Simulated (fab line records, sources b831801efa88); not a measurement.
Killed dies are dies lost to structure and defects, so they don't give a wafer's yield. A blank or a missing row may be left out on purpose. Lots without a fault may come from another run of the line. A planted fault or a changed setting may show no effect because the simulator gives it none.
Which tool did it? | flow gf180mcu | 13 lots, 39 wafers sampled, at 3 steps of a route of 602

WHAT THE GAUGES READ, wafer by wafer
GF_POLY_GATE_THK_MEAS_01.
lot  | measured     | on            | POLY_GATE_CVD_00_THK (nm)
L178 | day 9 02:00  | film_metro-04 | 200.7 198.9 199.1
L180 | day 9 14:55  | film_metro-03 | 199.6 200.7 199.3
L182 | day 9 22:55  | film_metro-03 | 203.1 202.4 201.7
L183 | day 10 05:58 | film_metro-04 | 200.9 201.2 199.8
L184 | day 10 11:31 | film_metro-01 | 199.7 198.8 199.4
L189 | day 12 01:15 | film_metro-01 | 200.6 200.4 200.9
L191 | day 13 04:23 | film_metro-03 | 200.9 199.6 200.1
L193 | day 14 05:20 | film_metro-03 | 197.6 198.3 197.6
L194 | day 14 06:54 | film_metro-01 | 201.9 202.8 201.6
L195 | day 14 21:30 | film_metro-01 | 201.0 199.6 200.4
L196 | day 15 04:53 | film_metro-04 | 200.6 200.9 201.5
L199 | day 15 14:13 | film_metro-04 | 203.1 201.0 199.6
L198 | day 15 14:13 | film_metro-01 | 199.4 198.2 200.4

WHICH TOOL RAN EACH LOT (tool, then ch and the chambers of the sampled wafers, then the start)
lot  | GF_MVPSD_DEHYDRATE_00             | GF_VT_IMPLANT_STRIP_09
L178 | litho_track-03 ch 0, day 5 06:28  | plasma_asher-03 ch 0,1, day 6 04:55
L180 | litho_track-01 ch 0, day 5 17:50  | plasma_asher-03 ch 0,1, day 6 15:22
L182 | litho_track-01 ch 0, day 6 03:16  | plasma_asher-01 ch 0,1, day 7 01:08
L183 | litho_track-01 ch 0, day 6 09:20  | plasma_asher-03 ch 0,1, day 7 06:19
L184 | litho_track-02 ch 0, day 6 12:59  | plasma_asher-02 ch 1, day 7 11:46
L189 | litho_track-02 ch 0, day 7 19:17  | plasma_asher-01 ch 0,1, day 8 20:29
L191 | litho_track-03 ch 0, day 8 13:03  | plasma_asher-01 ch 0,1, day 9 15:13
L193 | litho_track-01 ch 0, day 9 12:11  | plasma_asher-01 ch 0,1, day 10 15:00
L194 | litho_track-02 ch 0, day 9 13:37  | plasma_asher-01 ch 0,1, day 10 17:27
L195 | litho_track-01 ch 0, day 10 00:52 | plasma_asher-01 ch 0,1, day 11 05:27
L196 | litho_track-02 ch 0, day 10 01:46 | plasma_asher-03 ch 0,1, day 11 06:06
L199 | litho_track-02 ch 0, day 10 11:02 | plasma_asher-02 ch 0,1, day 11 16:22
L198 | litho_track-01 ch 0, day 10 12:08 | plasma_asher-01 ch 0,1, day 11 16:28
- GF_MVPSD_DEHYDRATE_00: time 60 s.
- GF_VT_IMPLANT_STRIP_09: strips in O2/N2.

WHAT THE TOOLS THEMSELVES READ (means of the sampled wafers that have a number; where no wafer has one, the mark that the record gives instead)
GF_MVPSD_DEHYDRATE_00.
lot  | tool           | heater_power_total_W (W) | plate_temp_C (C)
L178 | litho_track-03 | 160.33                   | 200.07
L180 | litho_track-01 | 160.35                   | 200.26
L182 | litho_track-01 | 163.77                   | 203.23
L183 | litho_track-01 | 163.73                   | 203.23
L184 | litho_track-02 | 160.25                   | 200.11
L189 | litho_track-02 | 160.34                   | 200.04
L191 | litho_track-03 | 160.38                   | 200.10
L193 | litho_track-01 | 160.39                   | 200.03
L194 | litho_track-02 | 160.38                   | 199.99
L195 | litho_track-01 | 160.37                   | 200.20
L196 | litho_track-02 | 160.35                   | 200.25
L199 | litho_track-02 | 160.36                   | 200.23
L198 | litho_track-01 | 160.45                   | 199.93

GF_VT_IMPLANT_STRIP_09.
lot  | tool            | drypump_motor_current_A (A) | heater_power_w (W) | oes_product_au (a.u.) | strip_time_to_endpoint_s (s)
L178 | plasma_asher-03 | 5.4                         | 334                | 0.719                 | 12.637
L180 | plasma_asher-03 | 5.4                         | 330                | 0.712                 | 12.578
L182 | plasma_asher-01 | 6.4                         | 350                | 0.713                 | 12.598
L183 | plasma_asher-03 | 5.3                         | 333                | 0.720                 | 12.598
L184 | plasma_asher-02 | 5.9                         | 319                | 0.720                 | 12.584
L189 | plasma_asher-01 | 6.4                         | 347                | 0.718                 | 12.620
L191 | plasma_asher-01 | 6.4                         | 348                | 0.714                 | 12.622
L193 | plasma_asher-01 | 6.4                         | 342                | 0.713                 | 12.613
L194 | plasma_asher-01 | 6.4                         | 350                | 0.712                 | 12.619
L195 | plasma_asher-01 | 6.4                         | 358                | 0.719                 | 12.632
L196 | plasma_asher-03 | 5.4                         | 351                | 0.716                 | 12.598
L199 | plasma_asher-02 | 5.4                         | 329                | 0.716                 | 12.621
L198 | plasma_asher-01 | 6.4                         | 362                | 0.715                 | 12.631

THE ANSWER, worked out from the rows above alone
Rule: what is usual is taken from the lots themselves. Put in order of their means at a reading, lots are off if they are a third of the lots or fewer, leave a main group of 4 or more, and stand apart from it by a gap of 3 or more times the standard deviation of the main group's means; of several such gaps the widest counts. A main group whose means are all the same, to the digits that the tables above print for the reading, isn't used. A lot without any number at a reading at which 4 lots or more have one is off too. The other lots that the step has rows for count as sound. The gauges are gone through in route order, then the tools' own readings, and for those a lot's mean is taken as printed above. The first step at which some lot is off is used, and at that step the reading that is off furthest; a lot without a number counts as furthest.
Off: L182, L183, at GF_MVPSD_DEHYDRATE_00 (heater_power_total_W). The main group: mean 160.36 W, standard deviation 0.046.
A tool fits if, at that step or a process step before it, it ran every lot that is off, and no sound lot after the first of them. None of those tried fits.

WHAT THE SIMULATOR HAD PUT IN
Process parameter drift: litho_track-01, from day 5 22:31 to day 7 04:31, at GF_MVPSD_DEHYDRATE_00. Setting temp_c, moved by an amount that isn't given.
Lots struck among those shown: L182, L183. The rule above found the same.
